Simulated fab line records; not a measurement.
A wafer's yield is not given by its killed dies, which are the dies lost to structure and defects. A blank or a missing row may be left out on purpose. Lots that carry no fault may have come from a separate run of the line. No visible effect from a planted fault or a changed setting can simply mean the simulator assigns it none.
fab line records    flow sky130
record: lots: 12  wafers: 36  last-day: 50
route steps=708 shown LDD_P@265 LDD_HVN@277 LDD_LDN@293 POLY_CUT@319 PAD_OPEN@708
lots that met no fault: taken from a fault-free run of the same line
start-h: hours from the record's first day to the start of the lot's first wafer shown    wait-h: how many hours have passed since the lot's step before this one    " same as the row above    L1.1+2: a row that stands for several wafers    - either no value or no given start    * or withheld: withheld    < > ~ a bound
route shown NAME@n: a module of which the file shows steps, and the number in the route of the first    usual: average and standard deviation across the fault-free wafers    same: alike in all rows    chamber/n: place in a boat    sites: readings site by site    _std_site: standard deviation of those values    _edge_site: the outer-site mean with the inner-site mean subtracted    radius-mm: how far each site lies from the wafer's centre    mask NAME#n: copy n    behind: the tool/chamber that last shaped the wafer    hold: cause of the lot's hold/its duration in hours/its outcome    device: transistor that didn't switch, given as n, p or np    end of line: the route-end tests of the same wafers    a step without rows: its recipe alone    killed: not the wafer's yield, but the dies lost to structure and defects at the first sort    map: a wafer's dies, x killed, . not, _ none there
set.NAME: the setting that was run; set.NAME@STEP: the one run at that earlier step    model.NAME: the simulator's own value behind a step, which no gauge read
route steps across a sampled set of lots; one table per step, one row per wafer
services: when a tool's chamber went out of use (start-h, in hours from the record's first day, below 0 if earlier), for how many hours, and the reason
== steps ==
step: SKY_LDD_P_STRIP_10
recipe: chemistry: O2/N2  power-w: 1400  pressure-mtorr: 1500  platen-temp-c: withheld  o2-flow-sccm: 3000  n2-flow-sccm: 300  overash-fraction: 0.5
usual: drypump-motor-current-A: 6.0/0.34  oes-product-au: 0.716/0.0048  strip-time-to-endpoint-s: 14.18/0.042
lot.wafer  tool             chamber  start-h  wait-h  drypump-motor-current-A  oes-product-au  rf-hours-counter-h  strip-time-to-endpoint-s
L994.1     plasma-asher-01  0        444.04   0.1     6.3                      0.725           33                  14.25
L994.5     "                0        "        "       6.3                      0.713           -                   14.15
L994.6     "                1        "        "       6.5                      0.718           -                   14.17
L996.1     plasma-asher-03  0        465.57   0.1     5.5                      0.714           67                  14.16
L996.3     "                0        "        "       5.5                      0.712           -                   14.16
L996.5     "                1        "        "       5.9                      0.717           -                   14.17
L997.2     plasma-asher-02  1        469.02   0.1     6.0                      0.719           74                  14.19
L997.3     "                0        "        "       5.6                      0.716           -                   14.22
L997.4     "                1        "        "       6.0                      0.715           -                   14.22
L999.2     plasma-asher-02  1        488.04   0.1     6.0                      0.715           76                  14.19
L999.4     "                0        "        "       5.6                      0.716           -                   14.22
L999.6     "                0        "        "       5.6                      0.715           -                   14.24
L102.2     plasma-asher-01  1        519.42   0.1     6.5                      0.718           41                  14.19
L102.4     "                0        "        "       6.2                      0.711           -                   14.21
L102.5     "                0        "        "       6.3                      0.712           -                   14.20
L103.1     plasma-asher-03  0        536.22   0.1     5.5                      0.718           74                  14.19
L103.3     "                0        "        "       5.5                      0.715           -                   14.19
L103.6     "                1        "        "       5.9                      0.708           -                   14.21
L104.2     plasma-asher-03  1        539.57   0.1     5.9                      0.719           74                  14.18
L104.3     "                0        "        "       5.5                      0.713           -                   14.18
L104.6     "                1        "        "       5.9                      0.729           -                   14.20
L108.1     plasma-asher-02  0        569.47   0.1     5.6                      0.718           82                  14.24
L108.2     "                1        "        "       6.0                      0.715           82                  14.25
L108.3     "                0        "        "       5.6                      0.722           -                   14.25
L110.3     plasma-asher-02  1        588.22   0.1     6.0                      0.713           -                   14.17
L110.4     "                0        "        "       5.6                      0.719           -                   14.18
L110.5     "                0        "        "       5.6                      0.714           -                   14.23
L112.3     plasma-asher-02  1        608.12   0.1     6.0                      0.717           -                   14.20
L112.4     "                0        "        "       5.6                      0.709           -                   14.17
L112.5     "                0        "        "       5.6                      0.722           -                   14.23
L113.1     plasma-asher-02  1        616.64   0.1     6.0                      0.710           86                  14.21
L113.2     "                0        "        "       5.6                      0.718           86                  14.18
L113.4     "                1        "        "       6.0                      0.715           -                   14.23
L115.2     plasma-asher-02  0        624.99   0.1     5.6                      0.714           87                  14.16
L115.3     "                1        "        "       6.0                      0.720           -                   14.20
L115.5     "                1        "        "       6.0                      0.715           -                   14.15
step: SKY_LDD_HVN_TW_MEAS_10
usual: LDD_HVN_TW: 1435/16
lot.wafer  tool           chamber  start-h  wait-h  LDD_HVN_TW
L994.1     film-metro-01  -        475.10   0.1     1451
L994.5     "              -        "        "       1450
L994.6     "              -        "        "       1438
L996.1     film-metro-01  -        496.45   0.1     1456
L996.3     "              -        "        "       1463
L996.5     "              -        "        "       1455
L997.2     film-metro-04  -        500.38   0.1     1441
L997.3     "              -        "        "       1430
L997.4     "              -        "        "       1433
L999.2     film-metro-02  -        519.38   0.1     1412
L999.4     "              -        "        "       1415
L999.6     "              -        "        "       1410
L102.2     film-metro-02  -        549.91   0.1     1417
L102.4     "              -        "        "       1419
L102.5     "              -        "        "       1410
L103.1     film-metro-04  -        566.77   0.1     1420
L103.3     "              -        "        "       1416
L103.6     "              -        "        "       1422
L104.2     film-metro-02  -        569.46   0.1     1418
L104.3     "              -        "        "       1418
L104.6     "              -        "        "       1421
L108.1     film-metro-02  -        598.82   0.1     1418
L108.2     "              -        "        "       1422
L108.3     "              -        "        "       1417
L110.3     film-metro-04  -        617.59   0.1     1432
L110.4     "              -        "        "       1427
L110.5     "              -        "        "       1427
L112.3     film-metro-04  -        637.34   0.1     1431
L112.4     "              -        "        "       1432
L112.5     "              -        "        "       1426
L113.1     film-metro-01  -        645.72   0.1     1449
L113.2     "              -        "        "       1451
L113.4     "              -        "        "       1458
L115.2     film-metro-04  -        654.03   0.1     1425
L115.3     "              -        "        "       1430
L115.5     "              -        "        "       1443
step: SKY_LDD_LDN_EXPOSE_04
recipe: mask-id: LDNTM  na: 0.6  source-shape: conventional  sigma-outer: 0.6  polarization: unpolarized  target-cd-nm: 700  dose-mj: 140
usual: reticle-temp-C: 23.01/0.12  stage-vel-mm-s: 500.00/0.24
lot.wafer  tool              chamber  start-h  wait-h  mask     reticle-temp-C  stage-vel-mm-s
L994.1     iline-stepper-02  0        521.31   -       LDNTM#0  22.96           500.08
L994.5     "                 0        "        "       LDNTM#0  22.89           500.09
L994.6     "                 0        "        "       LDNTM#0  22.72           499.93
L996.1     iline-stepper-01  0        541.99   -       LDNTM#0  22.95           500.32
L996.3     "                 0        "        "       LDNTM#0  22.99           499.96
L996.5     "                 0        "        "       LDNTM#0  23.13           499.81
L997.2     iline-stepper-02  0        546.36   -       LDNTM#0  23.29           499.99
L997.3     "                 0        "        "       LDNTM#0  23.17           499.54
L997.4     "                 0        "        "       LDNTM#0  23.22           499.57
L999.2     iline-stepper-02  0        565.00   -       LDNTM#0  22.91           499.72
L999.4     "                 0        "        "       LDNTM#0  22.83           499.78
L999.6     "                 0        "        "       LDNTM#0  22.86           500.18
L102.2     iline-stepper-02  0        594.05   -       LDNTM#0  22.99           500.00
L102.4     "                 0        "        "       LDNTM#0  22.88           500.46
L102.5     "                 0        "        "       LDNTM#0  23.06           500.14
L103.1     iline-stepper-02  0        611.06   -       LDNTM#0  22.89           499.97
L103.3     "                 0        "        "       LDNTM#0  22.94           500.40
L103.6     "                 0        "        "       LDNTM#0  22.99           499.95
L104.2     iline-stepper-02  0        613.75   -       LDNTM#0  23.03           499.78
L104.3     "                 0        "        "       LDNTM#0  22.97           499.64
L104.6     "                 0        "        "       LDNTM#0  22.89           499.64
L108.1     iline-stepper-02  0        643.06   -       LDNTM#0  23.11           499.69
L108.2     "                 0        "        "       LDNTM#0  22.96           500.05
L108.3     "                 0        "        "       LDNTM#0  22.95           499.83
L110.3     iline-stepper-02  0        660.74   -       LDNTM#0  22.96           499.89
L110.4     "                 0        "        "       LDNTM#0  23.07           500.15
L110.5     "                 0        "        "       LDNTM#0  23.06           499.95
L112.3     iline-stepper-01  0        680.07   -       LDNTM#0  23.24           500.28
L112.4     "                 0        "        "       LDNTM#0  22.85           499.88
L112.5     "                 0        "        "       LDNTM#0  23.04           500.11
L113.1     iline-stepper-01  0        688.41   -       LDNTM#0  23.02           500.03
L113.2     "                 0        "        "       LDNTM#0  22.93           500.34
L113.4     "                 0        "        "       LDNTM#0  23.02           499.89
L115.2     iline-stepper-01  0        696.58   -       LDNTM#0  22.95           499.76
L115.3     "                 0        "        "       LDNTM#0  23.07           499.72
L115.5     "                 0        "        "       LDNTM#0  22.94           499.74
step: SKY_LDD_LDN_OVL_MEAS_07
usual: LDD_LDN_OVL: -0.5/1.2
lot.wafer  tool        chamber  start-h  wait-h  LDD_LDN_OVL[nm]
L994.1     overlay-01  -        536.21   0.1     -2.3
L994.5     "           -        "        "       -0.5
L994.6     "           -        "        "       -1.6
L996.1     overlay-01  -        556.28   0.1     -0.4
L996.3     "           -        "        "       -1.3
L996.5     "           -        "        "       -0.5
L997.2     overlay-02  -        560.34   0.1     -2.3
L997.3     "           -        "        "       -1.2
L997.4     "           -        "        "       -1.0
L999.2     overlay-01  -        579.39   0.1     0.3
L999.4     "           -        "        "       0.6
L999.6     "           -        "        "       1.3
L102.2     overlay-02  -        609.27   0.1     0.5
L102.4     "           -        "        "       0.2
L102.5     "           -        "        "       -0.2
L103.1     overlay-02  -        624.66   0.1     112.1
L103.3     "           -        "        "       112.9
L103.6     "           -        "        "       112.9
L104.2     overlay-01  -        628.12   0.1     112.7
L104.3     "           -        "        "       113.9
L104.6     "           -        "        "       112.8
L108.1     overlay-02  -        657.03   0.1     113.8
L108.2     "           -        "        "       113.5
L108.3     "           -        "        "       113.3
L110.3     overlay-01  -        675.07   0.1     113.6
L110.4     "           -        "        "       112.8
L110.5     "           -        "        "       113.1
L112.3     overlay-01  -        694.98   0.1     0.1
L112.4     "           -        "        "       -0.1
L112.5     "           -        "        "       -0.2
L113.1     overlay-01  -        703.16   0.1     -0.9
L113.2     "           -        "        "       -0.3
L113.4     "           -        "        "       -0.6
L115.2     overlay-01  -        709.84   0.1     -0.9
L115.3     "           -        "        "       -1.0
L115.5     "           -        "        "       -0.9
step: SKY_POLY_CUT_STRIP_12
recipe: chemistry: O2/N2  power-w: 1400  pressure-mtorr: 1500  platen-temp-c: withheld  o2-flow-sccm: 3000  n2-flow-sccm: 300  overash-fraction: 0.5
usual: drypump-motor-current-A: 5.9/0.33  oes-product-au: 0.452/0.0048  strip-time-to-endpoint-s: 5.354/0.016
lot.wafer  tool             chamber  start-h  wait-h  drypump-motor-current-A  oes-product-au  rf-hours-counter-h  strip-time-to-endpoint-s
L994.1     plasma-asher-02  0        568.87   0.0     5.6                      0.456           82                  5.371
L994.5     "                0        "        "       5.6                      0.453           -                   5.362
L994.6     "                1        "        "       6.0                      0.453           -                   5.360
L996.1     plasma-asher-02  0        587.72   0.0     5.6                      0.450           84                  5.333
L996.3     "                0        "        "       5.7                      0.457           -                   5.370
L996.5     "                1        "        "       6.0                      0.449           -                   5.347
L997.2     plasma-asher-01  0        591.47   0.0     6.2                      0.447           48                  5.350
L997.3     "                1        "        "       6.5                      0.449           -                   5.358
L997.4     "                0        "        "       6.3                      0.448           -                   5.364
L999.2     plasma-asher-01  0        611.87   0.0     6.3                      0.452           50                  5.313
L999.4     "                1        "        "       6.5                      0.453           -                   5.310
L999.6     "                0        "        "       6.3                      0.454           -                   5.342
L102.2     plasma-asher-03  0        640.72   0.0     5.5                      0.448           84                  5.336
L102.4     "                1        "        "       5.9                      0.449           -                   5.341
L102.5     "                1        "        "       5.9                      0.456           -                   5.318
L103.1     plasma-asher-02  0        656.05   0.0     5.7                      0.455           90                  5.363
L103.3     "                1        "        "       6.0                      0.455           -                   5.369
L103.6     "                0        "        "       5.6                      0.450           -                   5.348
L104.2     plasma-asher-03  0        658.92   0.0     5.5                      0.460           86                  5.355
L104.3     "                1        "        "       5.9                      0.446           -                   5.368
L104.6     "                0        "        "       5.5                      0.456           -                   5.385
L108.1     plasma-asher-03  1        688.05   0.0     5.9                      0.451           90                  5.371
L108.2     "                0        "        "       5.5                      0.454           90                  5.365
L108.3     "                0        "        "       5.5                      0.447           -                   5.364
L110.3     plasma-asher-01  0        706.41   0.1     6.2                      0.452           -                   5.353
L110.4     "                1        "        "       6.5                      0.458           -                   5.352
L110.5     "                1        "        "       6.5                      0.443           -                   5.342
L112.3     plasma-asher-03  0        728.01   0.1     5.5                      0.448           -                   5.321
L112.4     "                1        "        "       5.9                      0.445           -                   5.344
L112.5     "                0        "        "       5.5                      0.455           -                   5.329
L113.1     plasma-asher-01  0        734.12   0.0     6.3                      0.450           61                  5.357
L113.2     "                1        "        "       6.5                      0.455           61                  5.344
L113.4     "                1        "        "       6.5                      0.443           -                   5.324
L115.2     plasma-asher-03  1        740.52   0.0     5.9                      0.439           95                  5.342
L115.3     "                0        "        "       5.5                      0.450           -                   5.348
L115.5     "                0        "        "       5.5                      0.457           -                   5.333
step: SKY_PAD_OPEN_PROBE_99
usual: killed_at_M0_to_M3: 42/6.6  killed_at_M4_up: 3.1/1.9  killed-at-contacts: 25/5.7  killed-at-front-end: 16/5  killed-at-other: 0.2/0.38  killed-dies: 86/9.6  killed-open: 47/7.2  killed-short: 39/6.2
same: gross-dies: 492  killed-at-back-side: 0
lot.wafer  tool       chamber  start-h  wait-h  killed_at_M0_to_M3  killed_at_M4_up  killed-at-contacts  killed-at-front-end  killed-at-other  killed-dies  killed-open  killed-short
L994.1     prober-01  -        1088.08  0.1     39                  6                24                  18                   0                87           45           42
L994.5     prober-01  -        1088.28  0.2     43                  3                17                  8                    1                72           38           33
L994.6     prober-01  -        1088.33  0.2     48                  6                17                  15                   1                87           40           47
L996.1     prober-01  -        1099.93  0.1     44                  4                24                  14                   0                86           50           36
L996.3     prober-01  -        1100.03  0.2     33                  3                29                  20                   0                85           38           47
L996.5     prober-01  -        1100.13  0.2     39                  0                40                  21                   0                100          57           43
L997.2     prober-02  -        1101.79  0.1     34                  3                36                  18                   0                91           52           39
L997.3     prober-02  -        1101.84  0.2     51                  2                25                  13                   1                92           48           44
L997.4     prober-02  -        1101.89  0.2     44                  3                36                  16                   0                99           54           45
L102.2     prober-01  -        1136.84  0.1     47                  4                17                  12                   0                80           40           40
L102.4     prober-01  -        1136.94  0.2     53                  4                33                  16                   0                106          61           45
L102.5     prober-01  -        1136.99  0.2     30                  1                32                  17                   0                80           46           34
L103.1     prober-02  -        1147.68  0.1     34                  2                30                  19                   0                85           46           39
L103.3     prober-02  -        1147.78  0.2     38                  4                27                  19                   1                89           54           35
L103.6     prober-02  -        1147.93  0.2     44                  8                29                  13                   1                95           54           41
L113.1     prober-02  -        1193.35  0.1     33                  5                23                  20                   0                81           44           37
L113.2     prober-02  -        1193.40  0.1     39                  2                21                  16                   0                78           42           36
L113.4     prober-02  -        1193.50  0.2     30                  2                24                  11                   0                67           40           27
L115.2     prober-02  -        1197.85  0.1     35                  4                20                  16                   0                75           43           32
L115.3     prober-02  -        1197.90  0.2     43                  4                24                  5                    0                76           43           33
L115.5     prober-02  -        1198.00  0.2     38                  5                22                  9                    0                74           40           34
killed by level:class
L994.1 VIA1:geometric-particle:open=11 LI_CONTACT:geometric-particle:open=8 CONTACT:geometric-particle:open=6 VIA3:geometric-particle:open=6 POLY_GATE:geometric-particle:short=5 CONTACT:geometric-particle:short=5 METAL4:geometric-particle:short=5 FIELD_ISO:geometric-particle:short=4
L994.5 CONTACT:geometric-particle:open=10 VIA1:geometric-particle:open=9 VIA1:geometric-particle:short=6 METAL2:geometric-particle:short=5 VIA2:geometric-particle:open=5 METAL3:geometric-particle:short=5 POLY_GATE:geometric-particle:open=4 VIA3:geometric-particle:open=4
L994.6 METAL2:geometric-particle:short=10 VIA1:geometric-particle:open=10 CONTACT:geometric-particle:open=6 METAL1:geometric-particle:short=6 VIA1:geometric-particle:short=6 VIA3:geometric-particle:open=5 FIELD_ISO:geometric-particle:short=4 CONTACT:geometric-particle:short=4
L996.1 VIA1:geometric-particle:open=10 CONTACT:geometric-particle:open=10 METAL1:geometric-particle:short=8 VIA2:geometric-particle:open=7 VIA3:geometric-particle:open=5 FIELD_ISO:geometric-particle:open=4 POLY_GATE:geometric-particle:open=4 LI_CONTACT:geometric-particle:open=4
L996.3 CONTACT:geometric-particle:open=9 CONTACT:geometric-particle:short=7 FIELD_ISO:geometric-particle:short=6 LI_CONTACT:geometric-particle:open=6 FIELD_ISO:geometric-particle:open=5 METAL1:geometric-particle:short=5 VIA2:geometric-particle:open=4 LOCAL_INTERCONNECT:geometric-particle:short=4
L996.5 LI_CONTACT:geometric-particle:open=14 VIA1:geometric-particle:open=12 CONTACT:geometric-particle:open=11 CONTACT:geometric-particle:short=8 POLY_GATE:geometric-particle:short=6 VIA2:geometric-particle:open=6 POLY_GATE:geometric-particle:open=5 VIA3:geometric-particle:short=5
L997.2 CONTACT:geometric-particle:open=12 LI_CONTACT:geometric-particle:open=12 VIA1:geometric-particle:open=8 LOCAL_INTERCONNECT:geometric-particle:short=7 FIELD_ISO:geometric-particle:short=5 METAL1:geometric-particle:short=5 FIELD_ISO:geometric-particle:open=4 METAL2:geometric-particle:short=4
L997.3 VIA1:geometric-particle:open=12 LI_CONTACT:geometric-particle:open=8 POLY_GATE:geometric-particle:open=7 VIA1:geometric-particle:short=7 VIA3:geometric-particle:open=7 METAL1:geometric-particle:short=6 LOCAL_INTERCONNECT:geometric-particle:short=6 CONTACT:geometric-particle:open=6
L997.4 CONTACT:geometric-particle:open=12 LI_CONTACT:geometric-particle:open=10 VIA1:geometric-particle:open=7 LOCAL_INTERCONNECT:geometric-particle:short=7 VIA1:geometric-particle:short=6 METAL1:geometric-particle:short=6 VIA3:geometric-particle:open=6 POLY_GATE:geometric-particle:open=5
L102.2 VIA3:geometric-particle:open=9 METAL1:geometric-particle:short=8 VIA1:geometric-particle:open=8 CONTACT:geometric-particle:short=7 FIELD_ISO:geometric-particle:short=6 CONTACT:geometric-particle:open=5 VIA1:geometric-particle:short=4 METAL3:geometric-particle:short=4
L102.4 VIA1:geometric-particle:open=17 CONTACT:geometric-particle:open=10 LI_CONTACT:geometric-particle:open=8 LOCAL_INTERCONNECT:geometric-particle:short=8 POLY_GATE:geometric-particle:open=6 METAL3:geometric-particle:short=5 METAL1:geometric-particle:short=5 VIA2:geometric-particle:open=5
L102.5 CONTACT:geometric-particle:open=13 VIA1:geometric-particle:open=9 METAL1:geometric-particle:short=8 CONTACT:geometric-particle:short=5 LOCAL_INTERCONNECT:geometric-particle:short=5 POLY_GATE:geometric-particle:short=4 POLY_GATE:geometric-particle:open=4 VIA2:geometric-particle:open=4
L103.1 CONTACT:geometric-particle:open=11 FIELD_ISO:geometric-particle:open=7 LI_CONTACT:geometric-particle:open=7 VIA3:geometric-particle:open=7 FIELD_ISO:geometric-particle:short=6 VIA1:geometric-particle:short=6 LOCAL_INTERCONNECT:geometric-particle:short=5 CONTACT:geometric-particle:short=5
L103.3 VIA1:geometric-particle:open=12 LI_CONTACT:geometric-particle:open=10 FIELD_ISO:geometric-particle:open=9 CONTACT:geometric-particle:open=9 VIA2:geometric-particle:open=6 FIELD_ISO:geometric-particle:short=4 CONTACT:geometric-particle:short=4 METAL1:geometric-particle:short=4
L103.6 LI_CONTACT:geometric-particle:open=10 VIA1:geometric-particle:open=9 CONTACT:geometric-particle:open=8 FIELD_ISO:geometric-particle:open=6 VIA1:geometric-particle:short=6 METAL4:geometric-particle:short=6 METAL2:geometric-particle:short=5 VIA2:geometric-particle:open=5
L113.1 LI_CONTACT:geometric-particle:open=8 CONTACT:geometric-particle:open=7 VIA1:geometric-particle:open=6 FIELD_ISO:geometric-particle:open=5 FIELD_ISO:geometric-particle:short=5 CONTACT:geometric-particle:short=5 VIA1:geometric-particle:short=5 METAL2:geometric-particle:short=5
L113.2 VIA1:geometric-particle:open=12 METAL1:geometric-particle:short=8 CONTACT:geometric-particle:open=7 LOCAL_INTERCONNECT:geometric-particle:short=6 VIA2:geometric-particle:open=6 VIA3:geometric-particle:short=5 FIELD_ISO:geometric-particle:short=4 LI_CONTACT:geometric-particle:open=4
L113.4 VIA1:geometric-particle:open=11 CONTACT:geometric-particle:open=7 LI_CONTACT:geometric-particle:open=6 LOCAL_INTERCONNECT:geometric-particle:short=6 POLY_GATE:geometric-particle:open=5 VIA2:geometric-particle:open=5 METAL2:geometric-particle:short=3 VIA3:geometric-particle:short=3
L115.2 CONTACT:geometric-particle:open=11 VIA1:geometric-particle:open=9 POLY_GATE:geometric-particle:open=6 METAL1:geometric-particle:short=5 VIA3:geometric-particle:short=5 LI_CONTACT:geometric-particle:open=4 VIA1:geometric-particle:short=4 METAL4:geometric-particle:short=4
L115.3 VIA3:geometric-particle:open=10 VIA1:geometric-particle:open=10 CONTACT:geometric-particle:open=7 CONTACT:geometric-particle:short=6 LI_CONTACT:geometric-particle:open=5 VIA2:geometric-particle:open=5 VIA1:geometric-particle:short=4 METAL2:geometric-particle:short=4
L115.5 VIA1:geometric-particle:open=8 CONTACT:geometric-particle:open=7 LI_CONTACT:geometric-particle:open=6 VIA3:geometric-particle:open=6 CONTACT:geometric-particle:short=5 VIA1:geometric-particle:short=5 METAL1:geometric-particle:short=4 VIA2:geometric-particle:open=4
== services ==
tool              chamber  start-h  hours  kind
iline-stepper-02  -        433.87   1.3    repair
iline-stepper-01  -        475.63   13.6   repair
iline-stepper-01  -        492.81   1.7    pm
plasma-asher-02   -        497.32   14.6   pm
iline-stepper-01  -        514.87   0.6    repair
iline-stepper-02  -        523.66   4.4    pm
iline-stepper-02  -        528.10   1.7    pm
plasma-asher-01   -        547.37   0.4    repair
iline-stepper-02  -        569.77   1.3    repair
iline-stepper-01  -        576.54   2.6    repair
iline-stepper-02  -        601.36   2.6    repair
plasma-asher-02   -        601.55   6.5    repair
plasma-asher-01   -        671.89   0.4    repair
iline-stepper-01  -        710.99   1.7    pm
plasma-asher-01   -        727.87   5.4    repair
plasma-asher-03   -        728.32   3.5    repair
plasma-asher-02   -        733.75   9.0    pm
plasma-asher-02   0        733.75   9.0    vent-cycle
plasma-asher-02   1        733.75   9.0    vent-cycle
== key ==
first-sign: step: SKY_LDD_LDN_OVL_MEAS_07  reading: LDD_LDN_OVL  direction: up  sigmas: 96  usual: -0.5  struck: 113.1
effect none on later readings
met-at SKY_LDD_LDN_EXPOSE_04
struck-lots L103,L104,L108,L110
tester-left-out L103,L104,L108,L110
not-acting-at SKY_LDD_P_STRIP_10,SKY_LDD_HVN_TW_MEAS_10,SKY_POLY_CUT_STRIP_12
onset-between 594.05 611.06
fault: kind: scanner-matching-overlay  tool: iline-stepper-02  chamber: -  onset-h: 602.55  steps: SKY_LDD_LDN_EXPOSE_04  offset: 114.09
tester-left-out: of these lots the tester's yield and bins aren't shown, on N5 and GAA mostly nor the transistor test; their killed dies are dies lost to structure and defects alone, not to doping, threshold or leakage, so they don't give the yield
